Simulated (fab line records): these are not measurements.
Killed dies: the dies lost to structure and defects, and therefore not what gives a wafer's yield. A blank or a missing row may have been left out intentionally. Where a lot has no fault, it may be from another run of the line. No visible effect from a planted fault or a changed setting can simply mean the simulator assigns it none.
Which tool did it? | flow gf180mcu | 7 lots (21 wafers sampled), 1 step of a 602-step route

== WHAT THE GAUGES READ, wafer by wafer ==
GF_V4_OVL_MEAS_15.
lot  | measured     | on         | V4_OVL (nm)
L763 | day 24 23:02 | overlay-02 | 1 3 0
L765 | day 25 13:02 | overlay-02 | 7 2 10
L767 | day 26 14:14 | overlay-01 | -6 -5 -5
L770 | day 27 09:22 | overlay-01 | 6 4 2
L775 | day 29 00:05 | overlay-02 | -6 -4 -3
L782 | day 30 22:31 | overlay-02 | 10 -2 -3
L784 | day 31 12:08 | overlay-01 | 6 3 14

== WHAT TOOL EACH LOT RAN ON (gives the tool, then ch and the chambers of the sampled wafers, and finally the start) ==
Before these readings, the record contains no process step.

== THE ANSWER, worked out from the rows above alone ==
Rule: the lots themselves supply what counts as usual. The widest of any qualifying gaps counts: lots, ordered by their means at a reading, are off when they make up no more than a third of the lots, leave a main group of 4 or more, and stand apart from it by 3 or more times the standard deviation of that group's means. If all means in a main group match to the digits the tables above print for the reading, that group is not used. Also off: a lot with no number at a reading for which 4 or more lots have one. Any other lot the step has rows for is counted as sound.
Across all readings shown, no lot is off: no conclusion can be drawn from this.

== WHAT WAS PUT IN BY THE SIMULATOR ==
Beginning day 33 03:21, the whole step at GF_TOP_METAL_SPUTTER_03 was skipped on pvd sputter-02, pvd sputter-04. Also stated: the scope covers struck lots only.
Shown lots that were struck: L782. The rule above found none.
